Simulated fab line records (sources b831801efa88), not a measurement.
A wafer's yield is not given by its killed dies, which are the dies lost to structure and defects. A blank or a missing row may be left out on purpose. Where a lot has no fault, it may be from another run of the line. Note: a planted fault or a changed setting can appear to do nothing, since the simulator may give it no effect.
fab line records	flow sky130
record lots=24	wafers=72	last-day=51
route steps=708 shown SD_N@356 LOCAL_INTERCONNECT@387 CONTACT@407 VIA1@461
lots with no fault: from the same line, run without faults
start-h: hours from the record's first day to the start of the lot's first wafer shown	wait-h: time in hours since the lot's previous step	" as in the row above	L1.1+2: one row covering several wafers at once	- either no value or no given start	* or withheld: withheld	< > ~ a bound
route shown NAME@n: names a module that has steps shown in the file, with the first one's number in the route	usual: mean and standard deviation over wafers with no fault	same: alike in all rows	chamber/n: place in a boat	sites: readings site by site	_std_site: the values' standard deviation	_edge_site: inner sites' mean taken away from outer sites' mean	radius-mm: how far each site lies from the wafer's centre	mask NAME#n: copy n	behind: the last tool/chamber to shape the wafer	hold: why the lot was held/for how many hours/how that ended	device: names the non-switching transistor (n, p or np)	end of line: tests run on the same wafers once the route is complete	step lacking rows: just its recipe	killed: at the first sort, the dies lost to defects and structure; wafer yield is something else	map: a wafer's dies, x killed, . not, _ none there
set.NAME: the setting as run; set.NAME@STEP: as run at that earlier step	model.NAME: the simulator's own value behind a step, which no gauge read
route steps across a sampled set of lots; one table per step, one row per wafer
services: a tool's chamber out of use, with start hour (start-h, from the record's first day; less than 0 if before it), hours out, and reason
## steps
# step SKY_SD_N_RTA_14
# recipe temp-c=1075	time-s=2	idle-temp-c=650	ramp-up-c-per-s=150	ramp-down-c-per-s=90	ambient=N2
# usual lamp-power-pct=15.73/0.055	wafer_temp_C_max=1078.1/1.3
lot.wafer	tool	chamber	start-h	wait-h	lamp-power-pct	wafer_temp_C_max
L075.1	rtp-anneal-02	0	675.21	0.0	15.63	1079.3
L075.2	"	0	"	"	15.77	1078.8
L075.4	"	0	"	"	15.74	1078.5
L074.1	rtp-anneal-02	0	675.55	0.0	15.75	1078.2
L074.3	"	0	"	"	15.76	1078.9
L074.5	"	0	"	"	15.70	1080.1
L079.1	rtp-anneal-01	0	676.40	0.0	15.68	1077.3
L079.3	"	0	"	"	15.75	1079.7
L079.5	"	0	"	"	15.74	1078.0
L077.3	rtp-anneal-02	0	676.72	0.0	15.73	1078.1
L077.5	"	0	"	"	15.76	1084.2
L077.6	"	0	"	"	15.69	1078.3
L076.2	rtp-anneal-01	0	677.05	0.0	15.75	1076.2
L076.5	"	0	"	"	15.75	1076.4
L076.6	"	0	"	"	15.71	1079.1
L078.4	rtp-anneal-02	0	677.42	0.0	15.69	1077.8
L078.5	"	0	"	"	15.72	1077.7
L078.6	"	0	"	"	15.79	1077.8
L080.1	rtp-anneal-01	0	677.90	0.0	15.71	1081.1
L080.4	"	0	"	"	15.76	1076.3
L080.6	"	0	"	"	15.69	1080.3
L081.1	rtp-anneal-02	0	683.80	0.0	15.73	1078.2
L081.3	"	0	"	"	15.80	1078.2
L081.6	"	0	"	"	15.74	1077.8
L082.2	rtp-anneal-01	0	711.11	0.0	15.78	1076.4
L082.3	"	0	"	"	15.66	1079.4
L082.4	"	0	"	"	15.78	1078.5
L083.1	rtp-anneal-02	0	714.00	0.0	15.74	1077.5
L083.4	"	0	"	"	15.78	1079.0
L083.6	"	0	"	"	15.77	1078.2
L084.4	rtp-anneal-01	0	722.13	0.0	15.69	1078.4
L084.5	"	0	"	"	15.76	1076.6
L084.6	"	0	"	"	15.64	1077.0
L086.1	rtp-anneal-02	0	836.25	0.0	15.68	1079.9
L086.2	"	0	"	"	15.75	1078.9
L086.3	"	0	"	"	15.59	1078.2
L087.2	rtp-anneal-01	0	837.56	0.0	15.83	1078.2
L087.5	"	0	"	"	15.60	1079.1
L087.6	"	0	"	"	15.72	1078.7
L089.1	rtp-anneal-02	0	837.85	0.0	15.68	1078.0
L089.4	"	0	"	"	15.68	1078.9
L089.5	"	0	"	"	15.86	1078.9
L093.1	rtp-anneal-01	0	837.96	0.0	15.72	1077.2
L093.2	"	0	"	"	15.83	1077.1
L093.6	"	0	"	"	15.68	1075.7
L088.3	rtp-anneal-02	0	838.87	0.0	15.68	1080.1
L088.4	"	0	"	"	15.70	1077.1
L088.6	"	0	"	"	15.75	1079.3
L085.2	rtp-anneal-01	0	839.96	0.0	15.75	1077.1
L085.4	"	0	"	"	15.70	1078.6
L085.6	"	0	"	"	15.64	1079.4
L095.1	rtp-anneal-02	0	840.50	0.0	15.77	1077.3
L095.2	"	0	"	"	15.75	1076.4
L095.5	"	0	"	"	15.85	1076.0
L091.4	rtp-anneal-01	0	841.18	0.0	15.66	1080.0
L091.5	"	0	"	"	15.77	1078.1
L091.6	"	0	"	"	15.68	1078.2
L090.1	rtp-anneal-02	0	842.05	0.0	15.67	1078.1
L090.5	"	0	"	"	15.71	1078.1
L090.6	"	0	"	"	15.68	1078.3
L094.2	rtp-anneal-01	0	842.56	0.0	15.74	1077.6
L094.3	"	0	"	"	15.83	1078.5
L094.5	"	0	"	"	15.80	1077.2
L096.2	rtp-anneal-01	0	843.46	0.0	15.73	1079.2
L096.4	"	0	"	"	15.76	1081.2
L096.5	"	0	"	"	15.70	1077.2
L097.1	rtp-anneal-02	0	843.65	0.0	15.69	1080.2
L097.2	"	0	"	"	15.73	1077.5
L097.6	"	0	"	"	15.61	1076.4
L092.3	rtp-anneal-02	0	846.82	0.0	15.64	1076.9
L092.4	"	0	"	"	15.76	1077.4
L092.5	"	0	"	"	15.72	1077.0
# step SKY_SD_N_RS_MEAS_16
# recipe thk-meas-gauge=four-point-probe
# usual SD_N_RS=68.56/0.13
lot.wafer	tool	chamber	start-h	wait-h	SD_N_RS[ohm/sq]
L075.1	film-metro-03	-	675.39	0.1	68.58
L075.2	"	-	"	"	68.43
L075.4	"	-	"	"	68.55
L074.1	film-metro-04	-	675.80	0.1	68.54
L074.3	"	-	"	"	68.45
L074.5	"	-	"	"	68.61
L079.1	film-metro-04	-	676.57	0.1	68.40
L079.3	"	-	"	"	68.40
L079.5	"	-	"	"	68.58
L077.3	film-metro-03	-	676.99	0.1	68.71
L077.5	"	-	"	"	68.82
L077.6	"	-	"	"	68.80
L076.2	film-metro-04	-	677.24	0.1	68.47
L076.5	"	-	"	"	68.39
L076.6	"	-	"	"	68.55
L078.4	film-metro-02	-	677.67	0.1	68.48
L078.5	"	-	"	"	68.48
L078.6	"	-	"	"	68.67
L080.1	film-metro-04	-	678.08	0.1	68.43
L080.4	"	-	"	"	68.44
L080.6	"	-	"	"	68.43
L081.1	film-metro-04	-	683.97	0.1	68.37
L081.3	"	-	"	"	68.55
L081.6	"	-	"	"	68.56
L082.2	film-metro-02	-	711.29	0.1	68.44
L082.3	"	-	"	"	68.47
L082.4	"	-	"	"	68.52
L083.1	film-metro-04	-	714.17	0.1	68.36
L083.4	"	-	"	"	68.43
L083.6	"	-	"	"	68.43
L084.4	film-metro-04	-	722.33	0.1	68.37
L084.5	"	-	"	"	68.32
L084.6	"	-	"	"	68.60
L086.1	film-metro-02	-	836.43	0.1	68.47
L086.2	"	-	"	"	68.60
L086.3	"	-	"	"	68.73
L087.2	film-metro-02	-	837.74	0.1	68.49
L087.5	"	-	"	"	68.71
L087.6	"	-	"	"	68.62
L089.1	film-metro-03	-	838.02	0.1	68.75
L089.4	"	-	"	"	68.79
L089.5	"	-	"	"	68.62
L093.1	film-metro-02	-	838.20	0.1	68.68
L093.2	"	-	"	"	68.68
L093.6	"	-	"	"	68.48
L088.3	film-metro-02	-	839.07	0.1	68.60
L088.4	"	-	"	"	68.58
L088.6	"	-	"	"	68.49
L085.2	film-metro-02	-	840.15	0.1	68.46
L085.4	"	-	"	"	68.25
L085.6	"	-	"	"	68.46
L095.1	film-metro-03	-	840.67	0.1	68.71
L095.2	"	-	"	"	68.81
L095.5	"	-	"	"	68.65
L091.4	film-metro-02	-	841.39	0.1	68.70
L091.5	"	-	"	"	68.82
L091.6	"	-	"	"	68.66
L090.1	film-metro-04	-	842.22	0.1	68.54
L090.5	"	-	"	"	68.63
L090.6	"	-	"	"	68.50
L094.2	film-metro-03	-	842.75	0.1	68.62
L094.3	"	-	"	"	68.48
L094.5	"	-	"	"	68.57
L096.2	film-metro-03	-	843.65	0.1	68.72
L096.4	"	-	"	"	68.73
L096.5	"	-	"	"	68.68
L097.1	film-metro-04	-	843.83	0.1	68.59
L097.2	"	-	"	"	68.41
L097.6	"	-	"	"	68.25
L092.3	film-metro-04	-	847.01	0.1	68.53
L092.4	"	-	"	"	68.71
L092.5	"	-	"	"	68.71
# step SKY_LOCAL_INTERCONNECT_SPUTTER_00
# recipe material=TiN	target-thk-nm=100	temp-c=300	power-w=6500	time-s=83.3	chamber-pressure-pa=0.4
# usual cathode-dc-power-W=6500.1/1.2	chamber-pressure-pa=0.4000/0.00081	substrate-temp-c=300.00/0.21	throttle-valve-pct=29.6/1.3
lot.wafer	tool	chamber	start-h	wait-h	cathode-dc-power-W	chamber-pressure-pa	substrate-temp-c	throttle-valve-pct
L075.1	pvd-sputter-03	-	705.86	0.1	6500.0	0.3998	300.06	30.0
L075.2	"	-	"	"	6499.3	0.4000	300.28	30.5
L075.4	"	-	"	"	6502.4	0.3991	300.18	29.2
L074.1	pvd-sputter-03	-	706.46	0.1	6501.0	0.3984	300.06	29.1
L074.3	"	-	"	"	6504.5	0.4002	300.00	29.9
L074.5	"	-	"	"	6498.4	0.4011	300.21	27.4
L079.1	pvd-sputter-04	-	706.91	0.2	6501.0	0.3991	299.51	29.8
L079.3	"	-	"	"	6499.0	0.3995	299.91	30.3
L079.5	"	-	"	"	6499.9	0.4008	299.87	29.4
L077.3	pvd-sputter-03	-	707.36	0.2	6499.9	0.3995	299.86	30.8
L077.5	"	-	"	"	6499.6	0.4012	299.83	28.8
L077.6	"	-	"	"	6500.3	0.4011	300.31	27.7
L076.2	pvd-sputter-03	-	707.86	0.2	6498.2	0.3982	299.76	27.5
L076.5	"	-	"	"	6500.7	0.3992	299.82	27.3
L076.6	"	-	"	"	6498.9	0.3987	300.24	28.9
L078.4	pvd-sputter-02	-	708.36	0.2	6500.7	0.4007	299.56	29.1
L078.5	"	-	"	"	6501.3	0.3991	299.77	29.7
L078.6	"	-	"	"	6498.3	0.3993	300.13	30.4
L080.1	pvd-sputter-04	-	708.66	0.2	6500.1	0.3996	300.14	30.0
L080.4	"	-	"	"	6499.6	0.4027	299.84	32.1
L080.6	"	-	"	"	6499.8	0.4004	300.04	30.0
L081.1	pvd-sputter-04	-	713.45	0.2	6500.8	0.3990	300.18	30.2
L081.3	"	-	"	"	6501.5	0.3996	300.10	29.2
L081.6	"	-	"	"	6500.6	0.3996	299.89	31.9
L082.2	pvd-sputter-04	-	741.31	0.1	6501.0	0.4018	300.00	32.2
L082.3	"	-	"	"	6499.0	0.3998	300.37	29.2
L082.4	"	-	"	"	6501.4	0.4007	299.94	30.0
L083.1	pvd-sputter-03	-	743.40	0.2	6499.7	0.4012	300.10	30.6
L083.4	"	-	"	"	6500.4	0.4013	300.01	30.7
L083.6	"	-	"	"	6502.2	0.3995	300.32	30.3
L084.4	pvd-sputter-03	-	752.16	0.2	6500.3	0.4006	299.67	28.6
L084.5	"	-	"	"	6499.3	0.3987	299.91	27.4
L084.6	"	-	"	"	6499.8	0.4009	300.04	30.2
L086.1	pvd-sputter-02	-	865.16	0.1	6500.1	0.4005	300.24	29.9
L086.2	"	-	"	"	6500.4	0.4004	300.28	31.3
L086.3	"	-	"	"	6501.2	0.3994	300.01	29.1
L087.2	pvd-sputter-03	-	866.45	0.2	6501.3	0.4007	299.80	30.8
L087.5	"	-	"	"	6501.9	0.4002	299.99	30.9
L087.6	"	-	"	"	6499.1	0.4006	299.66	30.0
L089.1	pvd-sputter-03	-	866.75	0.2	6499.8	0.3996	300.24	28.6
L089.4	"	-	"	"	6501.6	0.4003	299.87	30.0
L089.5	"	-	"	"	6501.9	0.4007	300.04	28.9
L093.1	pvd-sputter-04	-	866.82	0.1	6499.8	0.3991	299.91	29.2
L093.2	"	-	"	"	6500.0	0.4006	299.89	29.5
L093.6	"	-	"	"	6497.7	0.4000	300.18	30.1
L088.3	pvd-sputter-02	-	867.15	0.2	6497.4	0.3998	300.31	29.7
L088.4	"	-	"	"	6499.7	0.4004	300.27	31.5
L088.6	"	-	"	"	6501.8	0.3994	299.87	31.5
L085.2	pvd-sputter-03	-	868.45	0.2	6501.2	0.3995	299.76	27.5
L085.4	"	-	"	"	6500.9	0.3999	300.11	30.2
L085.6	"	-	"	"	6498.6	0.3996	300.26	30.1
L095.1	pvd-sputter-03	-	869.16	0.1	6500.3	0.3995	300.05	28.9
L095.2	"	-	"	"	6502.1	0.3986	300.14	30.1
L095.5	"	-	"	"	6498.6	0.3994	300.12	27.5
L091.4	pvd-sputter-04	-	869.46	0.2	6500.3	0.3999	299.84	29.8
L091.5	"	-	"	"	6500.1	0.3998	300.08	29.6
L091.6	"	-	"	"	6500.6	0.4000	299.51	30.1
L090.1	pvd-sputter-03	-	870.67	0.2	6500.2	0.3997	300.07	28.7
L090.5	"	-	"	"	6500.2	0.4007	300.04	30.1
L090.6	"	-	"	"	6499.6	0.3991	300.37	31.1
L094.2	pvd-sputter-04	-	871.21	0.1	6498.3	0.4000	299.96	30.2
L094.3	"	-	"	"	6499.6	0.4002	299.87	32.0
L094.5	"	-	"	"	6501.0	0.3990	300.22	29.9
L096.2	pvd-sputter-03	-	872.22	0.2	6501.3	0.3994	300.17	30.7
L096.4	"	-	"	"	6502.7	0.3998	299.95	29.0
L096.5	"	-	"	"	6499.9	0.4012	299.92	28.8
L097.1	pvd-sputter-03	-	872.82	0.2	6497.1	0.3996	299.79	30.2
L097.2	"	-	"	"	6501.7	0.4002	299.88	27.6
L097.6	"	-	"	"	6500.1	0.4006	299.98	30.1
L092.3	pvd-sputter-03	-	874.91	0.2	6500.1	0.3994	300.12	27.4
L092.4	"	-	"	"	6499.2	0.4004	299.83	30.8
L092.5	"	-	"	"	6501.2	0.4009	299.88	27.4
# step SKY_CONTACT_THK_MEAS_01
# recipe reads=Si3N4_of_CONTACT_CVD_00
# usual CONTACT_CVD_00_THK=75.1/0.93
lot.wafer	tool	chamber	start-h	wait-h	CONTACT_CVD_00_THK[nm]
L075.1	film-metro-02	-	734.67	-	75.5
L075.2	"	-	"	"	73.6
L075.4	"	-	"	"	75.6
L074.1	film-metro-01	-	736.18	-	73.4
L074.3	"	-	"	"	74.4
L074.5	"	-	"	"	75.6
L079.1	film-metro-01	-	736.61	-	74.8
L079.3	"	-	"	"	76.1
L079.5	"	-	"	"	76.7
L077.3	film-metro-01	-	736.70	-	74.8
L077.5	"	-	"	"	76.3
L077.6	"	-	"	"	76.4
L076.2	film-metro-01	-	736.75	-	75.0
L076.5	"	-	"	"	75.5
L076.6	"	-	"	"	75.3
L078.4	film-metro-02	-	736.99	-	74.7
L078.5	"	-	"	"	77.0
L078.6	"	-	"	"	75.5
L080.1	film-metro-01	-	737.29	-	74.2
L080.4	"	-	"	"	75.0
L080.6	"	-	"	"	75.1
L081.1	film-metro-02	-	741.72	-	75.5
L081.3	"	-	"	"	73.5
L081.6	"	-	"	"	76.4
L082.2	film-metro-04	-	769.72	-	74.5
L082.3	"	-	"	"	74.0
L082.4	"	-	"	"	74.4
L083.1	film-metro-01	-	771.80	-	74.5
L083.4	"	-	"	"	76.3
L083.6	"	-	"	"	76.1
L084.4	film-metro-02	-	779.11	-	75.6
L084.5	"	-	"	"	76.2
L084.6	"	-	"	"	75.6
L086.1	film-metro-01	-	890.52	-	74.5
L086.2	"	-	"	"	74.1
L086.3	"	-	"	"	74.6
L087.2	film-metro-04	-	892.19	-	75.5
L087.5	"	-	"	"	75.1
L087.6	"	-	"	"	76.1
L089.1	film-metro-04	-	892.63	-	74.2
L089.4	"	-	"	"	75.7
L089.5	"	-	"	"	74.1
L093.1	film-metro-04	-	892.76	-	74.1
L093.2	"	-	"	"	74.4
L093.6	"	-	"	"	75.8
L088.3	film-metro-04	-	893.18	-	75.0
L088.4	"	-	"	"	76.5
L088.6	"	-	"	"	76.2
L085.2	film-metro-01	-	893.47	-	75.7
L085.4	"	-	"	"	77.7
L085.6	"	-	"	"	77.0
L095.1	film-metro-04	-	894.38	-	74.5
L095.2	"	-	"	"	73.8
L095.5	"	-	"	"	74.7
L091.4	film-metro-01	-	894.62	-	75.4
L091.5	"	-	"	"	76.3
L091.6	"	-	"	"	76.4
L090.1	film-metro-04	-	896.22	-	73.8
L090.5	"	-	"	"	74.5
L090.6	"	-	"	"	74.8
L094.2	film-metro-01	-	896.50	-	74.1
L094.3	"	-	"	"	74.5
L094.5	"	-	"	"	74.9
L096.2	film-metro-01	-	897.84	-	73.2
L096.4	"	-	"	"	75.3
L096.5	"	-	"	"	75.1
L097.1	film-metro-02	-	898.58	-	73.9
L097.2	"	-	"	"	73.9
L097.6	"	-	"	"	75.3
L092.3	film-metro-04	-	899.86	-	74.0
L092.4	"	-	"	"	75.4
L092.5	"	-	"	"	75.2
# step SKY_CONTACT_OVL_MEAS_15
# usual CONTACT_OVL=-1/5.3
lot.wafer	tool	chamber	start-h	wait-h	CONTACT_OVL[nm]
L075.1	overlay-01	-	762.87	0.1	3
L075.2	"	-	"	"	-8
L075.4	"	-	"	"	0
L074.1	overlay-02	-	764.10	0.1	-8
L074.3	"	-	"	"	-18
L074.5	"	-	"	"	-11
L079.1	overlay-02	-	764.22	0.1	-6
L079.3	"	-	"	"	-5
L079.5	"	-	"	"	-4
L077.3	overlay-01	-	764.51	0.1	-9
L077.5	"	-	"	"	-9
L077.6	"	-	"	"	-10
L076.2	overlay-02	-	764.86	0.1	-2
L076.5	"	-	"	"	0
L076.6	"	-	"	"	-2
L078.4	overlay-01	-	765.17	0.1	-3
L078.5	"	-	"	"	-11
L078.6	"	-	"	"	-2
L080.1	overlay-02	-	765.20	0.1	-3
L080.4	"	-	"	"	2
L080.6	"	-	"	"	-10
L081.1	overlay-02	-	768.95	0.1	-6
L081.3	"	-	"	"	-6
L081.6	"	-	"	"	-3
L082.2	overlay-01	-	795.90	0.1	11
L082.3	"	-	"	"	4
L082.4	"	-	"	"	4
L083.1	overlay-01	-	798.05	0.1	-2
L083.4	"	-	"	"	2
L083.6	"	-	"	"	-5
L084.4	overlay-02	-	805.42	0.1	-12
L084.5	"	-	"	"	-5
L084.6	"	-	"	"	-5
L086.1	overlay-02	-	915.55	0.1	2
L086.2	"	-	"	"	1
L086.3	"	-	"	"	1
L089.1	overlay-01	-	917.70	0.1	2
L089.4	"	-	"	"	-1
L089.5	"	-	"	"	-1
L087.2	overlay-02	-	917.71	0.1	-2
L087.5	"	-	"	"	3
L087.6	"	-	"	"	6
L093.1	overlay-01	-	918.46	0.1	-3
L093.2	"	-	"	"	-6
L093.6	"	-	"	"	-6
L088.3	overlay-02	-	918.82	0.1	2
L088.4	"	-	"	"	8
L088.6	"	-	"	"	-1
L085.2	overlay-01	-	918.86	0.1	3
L085.4	"	-	"	"	2
L085.6	"	-	"	"	-1
L095.1	overlay-02	-	919.30	0.1	4
L095.2	"	-	"	"	-1
L095.5	"	-	"	"	-8
L091.4	overlay-01	-	919.52	0.1	1
L091.5	"	-	"	"	-3
L091.6	"	-	"	"	-2
L090.1	overlay-02	-	921.55	0.1	6
L090.5	"	-	"	"	10
L090.6	"	-	"	"	5
L094.2	overlay-01	-	921.63	0.1	-9
L094.3	"	-	"	"	1
L094.5	"	-	"	"	-5
L096.2	overlay-02	-	923.06	0.1	-3
L096.4	"	-	"	"	2
L096.5	"	-	"	"	4
L097.1	overlay-01	-	923.40	0.1	-1
L097.2	"	-	"	"	2
L097.6	"	-	"	"	1
L092.3	overlay-02	-	924.71	0.1	-4
L092.4	"	-	"	"	0
L092.5	"	-	"	"	-4
# step SKY_VIA1_BOW_MEAS_03
# recipe mode=bow
# usual VIA1_BOW=81/7.1
lot.wafer	tool	chamber	start-h	wait-h	VIA1_BOW[um]
L075.1	film-metro-03	-	792.44	0.2	85
L075.2	"	-	"	"	85
L075.4	"	-	"	"	77
L079.1	film-metro-02	-	793.30	0.2	78
L079.3	"	-	"	"	96
L079.5	"	-	"	"	81
L074.1	film-metro-03	-	793.41	0.1	89
L074.3	"	-	"	"	81
L074.5	"	-	"	"	87
L077.3	film-metro-02	-	793.64	0.3	84
L077.5	"	-	"	"	76
L077.6	"	-	"	"	79
L078.4	film-metro-04	-	794.31	0.3	80
L078.5	"	-	"	"	90
L078.6	"	-	"	"	89
L076.2	film-metro-03	-	794.38	0.3	77
L076.5	"	-	"	"	73
L076.6	"	-	"	"	81
L080.1	film-metro-02	-	794.69	0.1	76
L080.4	"	-	"	"	80
L080.6	"	-	"	"	77
L081.1	film-metro-04	-	797.84	0.2	79
L081.3	"	-	"	"	75
L081.6	"	-	"	"	79
L082.2	film-metro-02	-	825.36	0.2	87
L082.3	"	-	"	"	71
L082.4	"	-	"	"	83
L083.1	film-metro-03	-	827.49	0.1	94
L083.4	"	-	"	"	85
L083.6	"	-	"	"	80
L084.4	film-metro-02	-	833.63	0.3	84
L084.5	"	-	"	"	79
L084.6	"	-	"	"	89
L086.1	film-metro-04	-	942.07	0.1	83
L086.2	"	-	"	"	77
L086.3	"	-	"	"	71
L089.1	film-metro-03	-	945.07	0.1	77
L089.4	"	-	"	"	78
L089.5	"	-	"	"	74
L087.2	film-metro-02	-	945.39	0.2	83
L087.5	"	-	"	"	78
L087.6	"	-	"	"	75
L093.1	film-metro-02	-	945.80	0.2	77
L093.2	"	-	"	"	77
L093.6	"	-	"	"	78
L088.3	film-metro-04	-	946.79	0.2	85
L088.4	"	-	"	"	89
L088.6	"	-	"	"	81
L085.2	film-metro-03	-	947.12	0.3	84
L085.4	"	-	"	"	86
L085.6	"	-	"	"	85
L095.1	film-metro-04	-	947.45	0.1	83
L095.2	"	-	"	"	87
L095.5	"	-	"	"	67
L091.4	film-metro-02	-	947.91	0.2	92
L091.5	"	-	"	"	85
L091.6	"	-	"	"	84
L090.1	film-metro-03	-	949.26	0.2	75
L090.5	"	-	"	"	75
L090.6	"	-	"	"	81
L094.2	film-metro-02	-	949.44	0.2	86
L094.3	"	-	"	"	86
L094.5	"	-	"	"	93
L096.2	film-metro-03	-	950.65	0.3	79
L096.4	"	-	"	"	81
L096.5	"	-	"	"	80
L097.1	film-metro-03	-	950.93	0.2	93
L097.2	"	-	"	"	79
L097.6	"	-	"	"	80
L092.3	film-metro-03	-	952.34	0.3	74
L092.4	"	-	"	"	79
L092.5	"	-	"	"	73
## services
tool	chamber	start-h	hours	kind
pvd-sputter-02	-	706.70	1.5	repair
pvd-sputter-03	3	732.60	-	consumable-replace:kit
pvd-sputter-03	3	732.60	18.0	scheduled-down
pvd-sputter-03	3	732.60	18.0	vent-cycle
rtp-anneal-02	-	756.65	4.9	pm
pvd-sputter-02	-	760.18	3.9	repair
pvd-sputter-03	-	783.19	2.1	repair
pvd-sputter-02	-	817.16	2.9	repair
pvd-sputter-02	2	820.44	-	consumable-replace:kit
pvd-sputter-02	2	820.44	18.0	scheduled-down
pvd-sputter-02	2	820.44	18.0	vent-cycle
pvd-sputter-02	-	854.01	5.1	repair
## key
fault none
